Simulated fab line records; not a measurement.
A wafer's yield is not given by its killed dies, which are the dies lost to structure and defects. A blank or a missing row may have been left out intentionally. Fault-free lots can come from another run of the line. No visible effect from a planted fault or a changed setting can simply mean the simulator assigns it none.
fab line records | flow sky130
[record] lots = 5 wafers = 15 last-day = 50
route steps=708 shown LDD_P@261 LDD_HVN@267 LDD_HVP@278 LDD_LDN@289 PAD_OPEN@708
lots that met no fault: taken from a fault-free run of the same line
start-h: the number of hours between the record's first day and the start of the first shown wafer of the lot | wait-h: hours from the lot's prior step to this one | " as in the row above | L1.1+2: a row that stands for several wafers | - value missing, or start not given | * or withheld: withheld | < > ~ a bound
route shown NAME@n: names a module that has steps shown in the file, with the first one's number in the route | usual: average and standard deviation across the fault-free wafers | same: alike in all rows | chamber/n: place in a boat | sites: per-site readings | _std_site: standard deviation of those values | _edge_site: the outer-site mean with the inner-site mean subtracted | radius-mm: for every site, how far away it sits from the centre of the wafer | mask NAME#n: copy n | behind: the last tool/chamber to shape the wafer | hold: why the lot was held/for how many hours/how that ended | device: the n, p or np transistor that did not switch | end of line: tests of these same wafers at the route's end | step lacking rows: just its recipe | killed: count of dies lost to structure and defects at first sort (not the wafer's yield) | map: a wafer's dies, marking killed ones x, the rest . and places with no die _
set.NAME: the run value of the setting; set.NAME@STEP: its run value at that earlier step | model.NAME: the simulator's own value behind a step, which no gauge read
lots at selected steps of the route; one table per step, one row per wafer
services: a tool's chamber out of use, with start hour (start-h, from the record's first day; less than 0 if before it), hours out, and reason
[[steps]]
[step SKY_LDD_P_DEVELOP_06]
[recipe] resist = NOVOLAK developer = TMAH develop-time-s = 60 dev-temp-c = 23
[step SKY_LDD_P_CD_MEAS_07]
[recipe] target-cd-nm = 380
[usual] cd-nm = 380.4/2.7
// columns lot.wafer tool chamber start-h wait-h cd-nm
L147.2 cd-sem-01 - 478.25 0.1 380.5
L147.4 " - " " 382.2
L147.5 " - " " 381.9
L155.2 cd-sem-02 - 542.04 0.1 380.9
L155.4 " - " " 379.0
L155.6 " - " " 379.2
L156.3 cd-sem-02 - 544.32 0.1 382.9
L156.4 " - " " 384.3
L156.5 " - " " 382.8
L157.1 cd-sem-01 - 569.10 0.1 377.7
L157.3 " - " " 376.3
L157.4 " - " " 374.9
L165.1 cd-sem-02 - 617.32 0.1 381.4
L165.4 " - " " 377.7
L165.5 " - " " 381.0
[step SKY_LDD_P_OVL_MEAS_08]
[usual] LDD_P_OVL = 2.4/1.6
// columns lot.wafer tool chamber start-h wait-h LDD_P_OVL[nm]
L147.2 overlay-02 - 478.35 0.1 3.6
L147.4 " - " " 3.6
L147.5 " - " " 3.4
L155.2 overlay-02 - 542.14 0.1 2.5
L155.4 " - " " 4.1
L155.6 " - " " 2.5
L156.3 overlay-02 - 544.41 0.1 3.2
L156.4 " - " " 3.7
L156.5 " - " " 3.1
L157.1 overlay-02 - 569.22 0.1 2.3
L157.3 " - " " 1.8
L157.4 " - " " 1.6
L165.1 overlay-02 - 617.44 0.1 1.4
L165.4 " - " " 2.9
L165.5 " - " " 1.7
[step SKY_LDD_P_IMPLANT_09]
[recipe] species = BF2 energy-kev = 25 dose-cm2 = 1e+13 tilt-deg = withheld
[step SKY_LDD_P_STRIP_10]
[recipe] chemistry = O2/N2 power-w = 1400 pressure-mtorr = 1500 platen-temp-c = withheld o2-flow-sccm = 3000 n2-flow-sccm = 300 overash-fraction = 0.5
[usual] drypump-motor-current-A = 5.7/0.42 oes-product-au = 0.716/0.0046 strip-time-to-endpoint-s = 14.18/0.041
// columns lot.wafer tool chamber start-h wait-h drypump-motor-current-A oes-product-au rf-hours-counter-h strip-time-to-endpoint-s
L147.2 plasma-asher-02 1 478.53 0.1 5.5 0.726 80 14.20
L147.4 " 1 " " 5.5 0.719 - 14.25
L147.5 " 1 " " 5.5 0.714 - 14.23
L155.2 plasma-asher-04 1 542.32 0.1 5.4 0.716 37 14.18
L155.4 " 1 " " 5.4 0.712 - 14.15
L155.6 " 0 " " 6.6 0.716 - 14.22
L156.3 plasma-asher-04 1 544.62 0.1 5.4 0.713 - 14.10
L156.4 " 0 " " 6.6 0.709 - 14.18
L156.5 " 1 " " 5.4 0.725 - 14.12
L157.1 plasma-asher-02 0 569.41 0.1 5.4 0.704 88 14.18
L157.3 " 0 " " 5.4 0.706 - 14.13
L157.4 " 1 " " 5.5 0.717 - 14.16
L165.1 plasma-asher-04 0 617.62 0.1 6.6 0.715 43 14.18
L165.4 " 0 " " 6.6 0.717 - 14.20
L165.5 " 1 " " 5.4 0.714 - 14.20
[step SKY_LDD_P_TW_MEAS_11]
[usual] LDD_P_TW = 639/3
// columns lot.wafer tool chamber start-h wait-h LDD_P_TW
L147.2 film-metro-02 - 478.64 0.1 636
L147.4 " - " " 637
L147.5 " - " " 636
L155.2 film-metro-04 - 542.43 0.1 640
L155.4 " - " " 642
L155.6 " - " " 639
L156.3 film-metro-04 - 544.70 0.1 643
L156.4 " - " " 640
L156.5 " - " " 644
L157.1 film-metro-04 - 569.51 0.1 641
L157.3 " - " " 637
L157.4 " - " " 641
L165.1 film-metro-04 - 617.72 0.1 639
L165.4 " - " " 635
L165.5 " - " " 635
[step SKY_LDD_HVN_DEHYDRATE_00]
[recipe] temp-c = 200 time-s = 60
[step SKY_LDD_HVN_HMDS_01]
[recipe] prime-time-s = 60 prime-temp-c = 120
[step SKY_LDD_HVN_COAT_02]
[recipe] resist = NOVOLAK spin-rpm = 3000 resist-thk-nm = 300
[step SKY_LDD_HVN_SOFTBAKE_03]
[recipe] temp-c = 90 time-s = 60 resist = NOVOLAK
[step SKY_LDD_HVN_EXPOSE_04]
[recipe] mask-id = HVNTM na = 0.6 source-shape = conventional sigma-outer = 0.6 polarization = unpolarized target-cd-nm = 700 dose-mj = 127
[step SKY_LDD_HVN_PEB_05]
[recipe] temp-c = withheld time-s = * resist = NOVOLAK
[step SKY_LDD_HVN_DEVELOP_06]
[recipe] resist = NOVOLAK developer = TMAH develop-time-s = 60 dev-temp-c = 23
// columns lot.wafer tool chamber start-h wait-h
L147.2+4+5 litho-track-01 0 510.14 0.1
L155.2+4+6 litho-track-03 0 571.85 0.1
L156.3+4+5 litho-track-01 0 574.62 0.1
L157.1+3+4 litho-track-02 0 598.09 0.1
L165.1+4+5 litho-track-02 0 646.54 0.1
[step SKY_LDD_HVN_OVL_MEAS_07]
[usual] LDD_HVN_OVL = 1.2/1.5
// columns lot.wafer tool chamber start-h wait-h LDD_HVN_OVL[nm]
L147.2 overlay-01 - 510.27 0.1 1.2
L147.4 " - " " -0.7
L147.5 " - " " -0.3
L155.2 overlay-02 - 571.98 0.1 1.3
L155.4 " - " " 0.9
L155.6 " - " " 0.1
L156.3 overlay-01 - 574.73 0.1 -1.0
L156.4 " - " " -1.2
L156.5 " - " " -0.6
L157.1 overlay-02 - 598.27 0.2 2.7
L157.3 " - " " 3.5
L157.4 " - " " 2.0
L165.1 overlay-02 - 646.69 0.1 1.3
L165.4 " - " " 0.4
L165.5 " - " " -1.2
[step SKY_LDD_HVN_IMPLANT_08]
[recipe] species = P energy-kev = 60 dose-cm2 = 3e+13 tilt-deg = 40
[step SKY_LDD_HVN_STRIP_09]
[recipe] chemistry = O2/N2 power-w = 1400 pressure-mtorr = 1500 platen-temp-c = withheld o2-flow-sccm = 3000 n2-flow-sccm = 300 overash-fraction = 0.5
[usual] drypump-motor-current-A = 5.7/0.42 oes-product-au = 0.409/0.0046 strip-time-to-endpoint-s = 4.132/0.013
// columns lot.wafer tool chamber start-h wait-h drypump-motor-current-A oes-product-au rf-hours-counter-h strip-time-to-endpoint-s
L147.2 plasma-asher-02 0 510.45 0.1 5.4 0.405 83 4.134
L147.4 " 0 " " 5.4 0.418 - 4.130
L147.5 " 1 " " 5.5 0.413 - 4.137
L155.2 plasma-asher-04 1 572.16 0.1 5.3 0.407 39 4.121
L155.4 " 1 " " 5.4 0.407 - 4.140
L155.6 " 1 " " 5.4 0.413 - 4.123
L156.3 plasma-asher-04 0 574.94 0.1 6.6 0.404 - 4.131
L156.4 " 1 " " 5.4 0.406 - 4.149
L156.5 " 1 " " 5.4 0.404 - 4.146
L157.1 plasma-asher-01 0 598.46 0.1 5.7 0.410 79 4.145
L157.3 " 0 " " 5.7 0.414 - 4.137
L157.4 " 1 " " 5.9 0.411 - 4.124
L165.1 plasma-asher-01 0 646.88 0.1 5.7 0.406 84 4.122
L165.4 " 1 " " 5.9 0.405 - 4.137
L165.5 " 1 " " 5.9 0.400 - 4.122
[step SKY_LDD_HVN_TW_MEAS_10]
[usual] LDD_HVN_TW = 1423/17
// columns lot.wafer tool chamber start-h wait-h LDD_HVN_TW
L147.2 film-metro-01 - 510.56 0.1 1404
L147.4 " - " " 1401
L147.5 " - " " 1400
L155.2 film-metro-01 - 572.27 0.1 1394
L155.4 " - " " 1404
L155.6 " - " " 1405
L156.3 film-metro-01 - 575.02 0.1 1398
L156.4 " - " " 1396
L156.5 " - " " 1394
L157.1 film-metro-02 - 598.56 0.1 1431
L157.3 " - " " 1432
L157.4 " - " " 1426
L165.1 film-metro-04 - 646.98 0.1 1452
L165.4 " - " " 1384
L165.5 " - " " 1439
[step SKY_LDD_HVP_DEHYDRATE_00]
[recipe] temp-c = 200 time-s = 60
[step SKY_LDD_HVP_HMDS_01]
[recipe] prime-time-s = 60 prime-temp-c = 120
[step SKY_LDD_HVP_COAT_02]
[recipe] resist = NOVOLAK spin-rpm = 3000 resist-thk-nm = 300
[step SKY_LDD_HVP_SOFTBAKE_03]
[recipe] temp-c = 90 time-s = 60 resist = NOVOLAK
[step SKY_LDD_HVP_EXPOSE_04]
[recipe] mask-id = HVPTM na = 0.6 source-shape = conventional sigma-outer = 0.6 polarization = unpolarized target-cd-nm = 700 dose-mj = 86
[step SKY_LDD_HVP_PEB_05]
[recipe] temp-c = withheld time-s = * resist = NOVOLAK
[step SKY_LDD_HVP_DEVELOP_06]
[recipe] resist = NOVOLAK developer = TMAH develop-time-s = 60 dev-temp-c = 23
[step SKY_LDD_HVP_OVL_MEAS_07]
[usual] LDD_HVP_OVL = 0.4/1.3
// columns lot.wafer tool chamber start-h wait-h LDD_HVP_OVL[nm]
L147.2 overlay-01 - 540.85 0.1 1.0
L147.4 " - " " -0.6
L147.5 " - " " 0.7
L155.2 overlay-01 - 601.02 0.1 0.1
L155.4 " - " " 0.7
L155.6 " - " " 0.5
L156.3 overlay-02 - 603.13 0.1 -1.0
L156.4 " - " " 0.4
L156.5 " - " " -0.7
L157.1 overlay-01 - 627.12 0.1 -0.9
L157.3 " - " " -1.0
L157.4 " - " " -1.6
L165.1 overlay-01 - 675.55 0.1 1.6
L165.4 " - " " 1.5
L165.5 " - " " 3.3
[step SKY_LDD_HVP_IMPLANT_08]
[recipe] species = B energy-kev = 20 dose-cm2 = 1.7e+13 tilt-deg = 17.9
[step SKY_LDD_HVP_STRIP_09]
[recipe] chemistry = O2/N2 power-w = 1400 pressure-mtorr = 1500 platen-temp-c = withheld o2-flow-sccm = 3000 n2-flow-sccm = 300 overash-fraction = 0.5
[usual] drypump-motor-current-A = 5.72/0.24 oes-product-au = 0.409/0.0041 strip-time-to-endpoint-s = 4.136/0.011
// columns lot.wafer tool chamber start-h wait-h drypump-motor-current-A oes-product-au rf-hours-counter-h strip-time-to-endpoint-s
L147.2 plasma-asher-03 0 541.03 0.1 6.03 0.408 11 4.130
L147.4 " 1 " " 5.58 0.410 - 4.150
L147.5 " 1 " " 5.63 0.409 - 4.136
L155.2 plasma-asher-03 0 601.20 0.1 6.06 0.413 17 4.137
L155.4 " 1 " " 5.61 0.412 - 4.126
L155.6 " 1 " " 5.61 0.408 - 4.134
L156.3 plasma-asher-02 0 603.34 0.1 5.35 0.409 - 4.141
L156.4 " 1 " " 5.47 0.403 - 4.133
L156.5 " 1 " " 5.45 0.422 - 4.147
L157.1 plasma-asher-03 0 627.30 0.1 6.04 0.408 19 4.119
L157.3 " 0 " " 6.02 0.410 - 4.128
L157.4 " 1 " " 5.63 0.405 - 4.137
L165.1 plasma-asher-02 0 675.74 0.1 5.35 0.413 98 4.152
L165.4 " 0 " " 5.33 0.409 - 4.150
L165.5 " 1 " " 5.49 0.407 - 4.143
[step SKY_LDD_HVP_TW_MEAS_10]
[usual] LDD_HVP_TW = 454/5.7
// columns lot.wafer tool chamber start-h wait-h LDD_HVP_TW
L147.2 film-metro-02 - 541.14 0.1 459
L147.4 " - " " 459
L147.5 " - " " 458
L155.2 film-metro-03 - 601.31 0.1 458
L155.4 " - " " 458
L155.6 " - " " 459
L156.3 film-metro-03 - 603.42 0.1 461
L156.4 " - " " 458
L156.5 " - " " 458
L157.1 film-metro-02 - 627.40 0.1 456
L157.3 " - " " 454
L157.4 " - " " 457
L165.1 film-metro-02 - 675.84 0.1 456
L165.4 " - " " 455
L165.5 " - " " 454
[step SKY_LDD_LDN_DEHYDRATE_00]
[recipe] temp-c = 200 time-s = 60
[step SKY_LDD_LDN_HMDS_01]
[recipe] prime-time-s = 60 prime-temp-c = 120
[step SKY_LDD_LDN_COAT_02]
[recipe] resist = NOVOLAK spin-rpm = 3000 resist-thk-nm = 1140
[step SKY_LDD_LDN_SOFTBAKE_03]
[recipe] temp-c = 90 time-s = 60 resist = NOVOLAK
[step SKY_LDD_LDN_EXPOSE_04]
[recipe] mask-id = LDNTM na = 0.6 source-shape = conventional sigma-outer = 0.6 polarization = unpolarized target-cd-nm = 700 dose-mj = 140
[step SKY_LDD_LDN_PEB_05]
[recipe] temp-c = withheld time-s = * resist = NOVOLAK
[step SKY_LDD_LDN_DEVELOP_06]
[recipe] resist = NOVOLAK developer = TMAH develop-time-s = 60 dev-temp-c = 23
[step SKY_LDD_LDN_OVL_MEAS_07]
[usual] LDD_LDN_OVL = 0.8/1.3
// columns lot.wafer tool chamber start-h wait-h LDD_LDN_OVL[nm]
L147.2 overlay-01 - 570.66 0.1 -0.6
L147.4 " - " " -0.4
L147.5 " - " " 0.2
L155.2 overlay-02 - 629.31 0.1 0.8
L155.4 " - " " 0.0
L155.6 " - " " 1.0
L156.3 overlay-01 - 631.75 0.1 1.5
L156.4 " - " " 0.9
L156.5 " - " " 2.4
L157.1 overlay-02 - 655.83 0.1 -0.7
L157.3 " - " " -2.3
L157.4 " - " " -1.4
L165.1 overlay-02 - 703.83 0.1 0.9
L165.4 " - " " 0.0
L165.5 " - " " 0.1
[step SKY_LDD_LDN_IMPLANT_08]
[recipe] species = As energy-kev = 15 dose-cm2 = 1.25e+13 tilt-deg = withheld rotation-deg = 23
[step SKY_LDD_LDN_IMPLANT_09]
[recipe] species = As energy-kev = 15 dose-cm2 = 1.25e+13 tilt-deg = withheld rotation-deg = 113
[step SKY_LDD_LDN_IMPLANT_10]
[recipe] species = As energy-kev = 15 dose-cm2 = 1.25e+13 tilt-deg = withheld rotation-deg = 203
[step SKY_LDD_LDN_IMPLANT_11]
[recipe] species = As energy-kev = 15 dose-cm2 = 1.25e+13 tilt-deg = withheld rotation-deg = 293
[step SKY_LDD_LDN_STRIP_12]
[recipe] chemistry = O2/N2 power-w = 1400 pressure-mtorr = 1500 platen-temp-c = withheld o2-flow-sccm = 3000 n2-flow-sccm = 300 overash-fraction = 0.5
[usual] drypump-motor-current-A = 5.83/0.24 oes-product-au = 0.715/0.0048 strip-time-to-endpoint-s = 14.18/0.037
// columns lot.wafer tool chamber start-h wait-h drypump-motor-current-A oes-product-au rf-hours-counter-h strip-time-to-endpoint-s
L147.2 plasma-asher-01 1 571.29 0.1 5.87 0.716 76 14.22
L147.4 " 1 " " 5.87 0.714 - 14.21
L147.5 " 1 " " 5.91 0.719 - 14.16
L155.2 plasma-asher-01 1 629.94 0.1 5.88 0.716 82 14.11
L155.4 " 0 " " 5.73 0.714 - 14.12
L155.6 " 0 " " 5.72 0.709 - 14.10
L156.3 plasma-asher-03 1 632.41 0.1 5.60 0.712 - 14.14
L156.4 " 0 " " 6.05 0.715 - 14.19
L156.5 " 0 " " 6.02 0.713 - 14.16
L157.1 plasma-asher-03 1 656.46 0.1 5.62 0.719 22 14.14
L157.3 " 1 " " 5.63 0.712 - 14.18
L157.4 " 0 " " 6.03 0.716 - 14.16
L165.1 plasma-asher-01 0 704.46 0.1 5.72 0.713 90 14.14
L165.4 " 0 " " 5.73 0.712 - 14.16
L165.5 " 1 " " 5.89 0.713 - 14.08
[step SKY_LDD_LDN_TW_MEAS_13]
[usual] LDD_LDN_TW = 1474/20
// columns lot.wafer tool chamber start-h wait-h LDD_LDN_TW
L147.2 film-metro-01 - 571.40 0.1 1441
L147.4 " - " " 1446
L147.5 " - " " 1443
L155.2 film-metro-01 - 630.05 0.1 1443
L155.4 " - " " 1455
L155.6 " - " " 1452
L156.3 film-metro-01 - 632.50 0.1 1448
L156.4 " - " " 1457
L156.5 " - " " 1449
L157.1 film-metro-01 - 656.56 0.1 1454
L157.3 " - " " 1447
L157.4 " - " " 1460
L165.1 film-metro-01 - 704.56 0.1 1462
L165.4 " - " " 1465
L165.5 " - " " 1461
[step SKY_PAD_OPEN_PROBE_99]
[usual] killed_at_M0_to_M3 = 44/7.7 killed_at_M4_up = 3.0/1.9 killed-at-contacts = 25/5.6 killed-at-front-end = 15/4.6 killed-at-other = 0.3/0.47 killed-dies = 86/9.9 killed-open = 47/7.4 killed-short = 39/5.9
[same] gross-dies = 492 killed-at-back-side = 0
// columns lot.wafer tool chamber start-h wait-h killed_at_M0_to_M3 killed_at_M4_up killed-at-contacts killed-at-front-end killed-at-other killed-dies killed-open killed-short model.etest.tip_n_5v.rs-ohm-sq model.etest.nfet-g5v0d10v5.r-on-ohm-um model.etest.nfet-g5v0d10v5.drive-ua-um model.etest.nfet_05v0_nvt.drive-ua-um model.etest.res-ndiff-hv.rs-ohm-sq model.etest.ring_5v.delay-ps model.etest.nfet_05v0_nvt.off-log10-a-um model.etest.nfet-g5v0d10v5.vt-sat-v
L147.2 prober-02 - 1109.17 0.1 34 5 24 13 1 77 38 39 1366 1828 629.5 589.8 114.9 43.6 -10.86 0.7435
L147.4 prober-02 - 1109.27 0.2 72 6 17 22 0 117 66 51 1360 1844 614.3 582.3 114.3 44.98 -10.88 0.7488
L147.5 prober-02 - 1109.32 0.2 61 2 24 14 0 101 63 38 1378 1839 627.7 590.5 114.8 44.17 -10.84 0.7407
L155.2 prober-02 - 1146.61 0.1 40 4 30 17 0 91 47 44 1398 1888 597.3 565 116.3 44.57 -10.97 0.7666
L155.4 prober-02 - 1146.71 0.2 45 1 21 24 2 93 46 47 1389 1870 606.1 580.8 116.7 44.18 -11.04 0.7764
L155.6 prober-02 - 1146.81 0.2 31 5 35 17 0 88 57 31 1389 1881 603.4 571.5 116.2 43.76 -10.83 0.7728
L156.3 prober-01 - 1153.66 0.2 44 3 26 12 0 85 48 37 1393 1900 610.1 579.6 114.7 44.83 -10.72 0.7638
L156.4 prober-01 - 1153.71 0.2 43 3 25 23 0 94 48 46 1398 1878 606.6 579.8 113.9 44.63 -10.85 0.7616
L156.5 prober-01 - 1153.76 0.2 37 2 26 17 0 82 43 39 1394 1898 611.9 577.6 114.8 44.83 -10.93 0.76
L157.1 prober-02 - 1165.98 0.1 46 1 24 14 1 86 49 37 1402 1903 597.4 572.2 113.3 44.83 -10.94 0.7667
L157.3 prober-02 - 1166.08 0.2 44 3 18 19 1 85 48 37 1394 1868 600 576.9 113.9 44.52 -10.93 0.756
L157.4 prober-02 - 1166.13 0.2 58 4 22 12 0 96 48 48 1414 1914 592.6 570 114.5 44.33 -10.98 0.77
L165.1 prober-01 - 1195.12 0.1 45 1 26 14 0 86 48 38 1403 1885 602.5 574 115.5 44.02 -10.73 0.7655
L165.4 prober-01 - 1195.27 0.2 46 3 21 27 1 98 51 47 2245 2053 556.7 548.9 118.2 45.83 -11.08 0.8281
L165.5 prober-01 - 1195.32 0.2 42 1 21 19 0 83 45 38 1402 1867 593.9 568.2 116.2 44.1 -10.99 0.774
// killed by level:class
L147.2 VIA2:geometric-particle:open=12 CONTACT:geometric-particle:open=7 LOCAL_INTERCONNECT:geometric-particle:short=6 LI_CONTACT:geometric-particle:open=5 METAL1:geometric-particle:short=5 METAL4:geometric-particle:short=5 VIA1:geometric-particle:short=4 METAL2:geometric-particle:short=4
L147.4 VIA2:geometric-particle:open=14 METAL1:geometric-particle:short=13 VIA1:geometric-particle:open=11 METAL2:geometric-particle:short=10 VIA3:geometric-particle:open=8 LI_CONTACT:geometric-particle:open=7 FIELD_ISO:geometric-particle:short=6 FIELD_ISO:geometric-particle:open=6
L147.5 VIA1:geometric-particle:open=16 VIA2:geometric-particle:open=12 LI_CONTACT:geometric-particle:open=10 METAL2:geometric-particle:short=8 CONTACT:geometric-particle:open=7 VIA1:geometric-particle:short=6 METAL1:geometric-particle:short=6 POLY_GATE:geometric-particle:open=5
L155.2 CONTACT:geometric-particle:open=15 CONTACT:geometric-particle:short=10 VIA1:geometric-particle:open=9 VIA3:geometric-particle:open=6 POLY_GATE:geometric-particle:short=5 VIA1:geometric-particle:short=5 METAL2:geometric-particle:short=5 FIELD_ISO:geometric-particle:open=4
L155.4 VIA1:geometric-particle:open=12 POLY_GATE:geometric-particle:open=9 POLY_GATE:geometric-particle:short=7 VIA1:geometric-particle:short=6 CONTACT:geometric-particle:short=5 METAL3:geometric-particle:short=5 LOCAL_INTERCONNECT:geometric-particle:short=5 VIA3:geometric-particle:open=5
L155.6 VIA1:geometric-particle:open=11 LI_CONTACT:geometric-particle:open=10 CONTACT:geometric-particle:open=10 CONTACT:geometric-particle:short=9 VIA2:geometric-particle:open=7 POLY_GATE:geometric-particle:open=5 POLY_GATE:geometric-particle:short=4 SPACER:geometric-particle:open=3
L156.3 VIA3:geometric-particle:open=12 LI_CONTACT:geometric-particle:open=9 VIA1:geometric-particle:open=9 CONTACT:geometric-particle:open=6 VIA1:geometric-particle:short=6 LOCAL_INTERCONNECT:geometric-particle:short=5 CONTACT:geometric-particle:short=4 METAL1:geometric-particle:short=4
L156.4 VIA1:geometric-particle:open=10 CONTACT:geometric-particle:open=9 VIA3:geometric-particle:open=9 VIA1:geometric-particle:short=7 FIELD_ISO:geometric-particle:open=6 CONTACT:geometric-particle:short=6 POLY_GATE:geometric-particle:short=5 SPACER:geometric-particle:short=5
L156.5 VIA1:geometric-particle:open=10 CONTACT:geometric-particle:open=9 LI_CONTACT:geometric-particle:open=6 METAL2:geometric-particle:short=5 LI_CONTACT:geometric-particle:short=4 VIA1:geometric-particle:short=4 CONTACT:geometric-particle:short=4 METAL1:geometric-particle:short=4
L157.1 VIA1:geometric-particle:open=11 CONTACT:geometric-particle:open=11 METAL1:geometric-particle:short=7 METAL2:geometric-particle:short=7 LI_CONTACT:geometric-particle:open=6 VIA3:geometric-particle:open=6 FIELD_ISO:geometric-particle:short=5 METAL1:geometric-particle:open=4
L157.3 VIA3:geometric-particle:open=8 VIA1:geometric-particle:open=8 METAL2:geometric-particle:short=7 CONTACT:geometric-particle:open=6 POLY_GATE:geometric-particle:open=5 LI_CONTACT:geometric-particle:open=5 VIA2:geometric-particle:open=5 FIELD_ISO:geometric-particle:open=4
L157.4 VIA1:geometric-particle:open=14 METAL1:geometric-particle:short=12 VIA3:geometric-particle:open=8 LOCAL_INTERCONNECT:geometric-particle:short=7 VIA2:geometric-particle:open=7 CONTACT:geometric-particle:open=6 VIA1:geometric-particle:short=5 FIELD_ISO:geometric-particle:open=4
L165.1 VIA1:geometric-particle:open=14 VIA3:geometric-particle:open=9 LI_CONTACT:geometric-particle:open=7 CONTACT:geometric-particle:open=7 CONTACT:geometric-particle:short=6 VIA1:geometric-particle:short=5 LOCAL_INTERCONNECT:geometric-particle:short=4 METAL1:geometric-particle:short=4
L165.4 VIA3:geometric-particle:open=9 FIELD_ISO:geometric-particle:open=8 CONTACT:geometric-particle:open=8 VIA1:geometric-particle:open=8 POLY_GATE:geometric-particle:short=6 METAL1:geometric-particle:short=6 FIELD_ISO:geometric-particle:short=5 LOCAL_INTERCONNECT:geometric-particle:short=5
L165.5 CONTACT:geometric-particle:open=8 METAL1:geometric-particle:short=7 VIA1:geometric-particle:open=6 VIA2:geometric-particle:open=6 LI_CONTACT:geometric-particle:open=5 METAL3:geometric-particle:short=5 FIELD_ISO:geometric-particle:open=4 POLY_GATE:geometric-particle:open=4
[[services]]
// columns tool chamber start-h hours kind
plasma-asher-01 - 477.47 1.2 repair
plasma-asher-03 - 516.59 2.8 pm
plasma-asher-01 - 608.61 1.0 repair
plasma-asher-02 - 657.29 1.4 repair
plasma-asher-04 - 688.12 7.9 repair
[[key]]
first-sign none at tools or gauges
[model-effect] step = SKY_PAD_OPEN_PROBE_99 value = etest.tip_n_5v.rs-ohm-sq without = 1399 struck = 2245
met-at SKY_LDD_HVN_DEVELOP_06
struck-wafers L165.4
tester-left-out L165
onset-between 598.09 646.54
[fault] kind = process-parameter-drift tool = litho-track-02 chamber = - onset-h = 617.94 steps = SKY_LDD_HVN_DEVELOP_06 channel = develop-time-s offset = * shape = step end-h = 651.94 scope = struck-wafers-only acts-in = * stated = *
// tester-left-out: of these lots the tester's yield and bins aren't shown, on N5 and GAA mostly nor the transistor test; their killed dies are dies lost to structure and defects alone, not to doping, threshold or leakage, so they don't give the yield
